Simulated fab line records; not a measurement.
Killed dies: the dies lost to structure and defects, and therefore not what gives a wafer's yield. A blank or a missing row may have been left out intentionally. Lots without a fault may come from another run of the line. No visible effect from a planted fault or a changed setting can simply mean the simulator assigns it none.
Split-lot experiment | flow sfqLine | 23 wafers read across 5 lots, on a route 325 steps long

## THE SPLIT
At SFQ_TRILAYER_I1_VIA_LITHO_COAT_049 (resist thk 650 nm), the setting resistThkNm was moved away from the recipe's 650 nm on 9 of the 23 wafers read, by -5.4% to +4.1%. All remaining wafers had this setting at the recipe value.

The reading comes from the split's own step.

## THE READING
KrF_of_TRILAYER_I1_VIA_LITHO_COAT_049.thkNm (the simulator's own value, which no gauge read), in nm, at SFQ_TRILAYER_I1_VIA_LITHO_COAT_049 (resist thk 650 nm). No usual value for it is given in the file. Here, 14 wafers ran the recipe; their average is 651.1 nm with a standard deviation of 1.4 nm.

wafer  | tool, chamber at the split | resistThkNm as run, nm | against the recipe | KrF_of_TRILAYER_I1_VIA_LITHO_COAT_049.thkNm, nm | against lot-mates on the recipe
L078.1 | lithoTrack-02, 0           | 659.9                  | +1.5%              | 658.8                                           | +10.3
L078.2 | lithoTrack-02, 0           | 659.9                  | +1.5%              | 660.1                                           | +11.6
L078.3 | lithoTrack-02, 0           | 659.9                  | +1.5%              | 660                                             | +11.5
L078.4 | lithoTrack-02, 0           | 650                    | recipe             | 648                                             | -
L078.5 | lithoTrack-02, 0           | 650                    | recipe             | 648.9                                           | -
L079.1 | lithoTrack-03, 0           | 650                    | recipe             | 650.4                                           | -
L079.4 | lithoTrack-03, 0           | 650                    | recipe             | 653.1                                           | -
L079.5 | lithoTrack-03, 0           | 650                    | recipe             | 649.7                                           | -
L080.1 | lithoTrack-04, 0           | 676.9                  | +4.1%              | 678                                             | +26.0
L080.2 | lithoTrack-04, 0           | 650                    | recipe             | 652.6                                           | -
L080.3 | lithoTrack-04, 0           | 676.9                  | +4.1%              | 679.4                                           | +27.4
L080.5 | lithoTrack-04, 0           | 676.9                  | +4.1%              | 679.3                                           | +27.3
L080.6 | lithoTrack-04, 0           | 650                    | recipe             | 651.3                                           | -
L084.1 | lithoTrack-03, 0           | 614.8                  | -5.4%              | 616.7                                           | -35.2
L084.2 | lithoTrack-03, 0           | 614.8                  | -5.4%              | 615.7                                           | -36.2
L084.3 | lithoTrack-03, 0           | 614.8                  | -5.4%              | 617.3                                           | -34.6
L084.4 | lithoTrack-03, 0           | 650                    | recipe             | 651.2                                           | -
L084.5 | lithoTrack-03, 0           | 650                    | recipe             | 652.6                                           | -
L085.1 | lithoTrack-02, 0           | 650                    | recipe             | 651.5                                           | -
L085.2 | lithoTrack-02, 0           | 650                    | recipe             | 651.1                                           | -
L085.3 | lithoTrack-02, 0           | 650                    | recipe             | 652.9                                           | -
L085.4 | lithoTrack-02, 0           | 650                    | recipe             | 651.6                                           | -
L085.5 | lithoTrack-02, 0           | 650                    | recipe             | 651                                             | -

THE FIT
A straight line over all 23 wafers: KrF_of_TRILAYER_I1_VIA_LITHO_COAT_049.thkNm changes by +6.46 nm for each +1% of resistThkNm; r = +1.00; the points scatter about the line by 1.4 nm.
The same after taking each lot's own level away (the mean of its wafers on the recipe; 23 wafers): +6.56 nm for each +1%; r = +1.00; scatter 0.94 nm.
The reading moves by 36 nm for the largest change in resistThkNm, on that fit.
The span of the lots' own levels, 648.45 to 651.95 nm, comes to 2.4 times the standard deviation stated above.
The two slopes are in agreement: the lot-to-lot level therefore moves the slope only a little.
Check: with one of the wafers moved furthest among these (-5.4%) left out of the fit, the line predicts -35.4 nm for it against its lot-mates. It came out at -35.2 nm against them.

## OTHER SPLITS ON THESE WAFERS
Other splits were also applied to these wafers ahead of the reading. Each is held against what the fit with the lots' levels taken away leaves over:
other split on the same wafers                     | wafers away from the commonest value | r with KrF_of_TRILAYER_I1_VIA_LITHO_COAT_049.thkNm (lot level and that fit taken away)
SFQ_TRILAYER_L0_DEP_SPUTTER_003 timeS              | 7                                    | -0.31
SFQ_TRILAYER_L0_ETCH_METAL_ETCH_008 biasW          | 9                                    | -0.09
SFQ_TRILAYER_L0_CAP_PECVD_011 timeS                | 10                                   | -0.25
SFQ_TRILAYER_L0_VIA_LITHO_PEB_016 pebTempC         | 7                                    | +0.16
SFQ_TRILAYER_M0_LITHO_PEB_024 pebTempC             | 8                                    | +0.07
SFQ_TRILAYER_M0_ETCH_METAL_ETCH_024 biasW          | 8                                    | -0.45
SFQ_TRILAYER_I0_VIA_LITHO_COAT_036 resistThkNm     | 8                                    | -0.17
SFQ_TRILAYER_I0_VIA_BARC_OPEN_VIA_ETCH_046 sourceW | 11                                   | -0.17
SFQ_TRILAYER_M1_LITHO_PEB_042 pebTempC             | 7                                    | +0.06
SFQ_TRILAYER_M1_ETCH_METAL_ETCH_042 timeS          | 6                                    | -0.30

## FILE'S OWN FIT
KrF_of_TRILAYER_I1_VIA_LITHO_COAT_049.thkNm changes by +6.56 nm for each +1% of resistThkNm, r = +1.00.
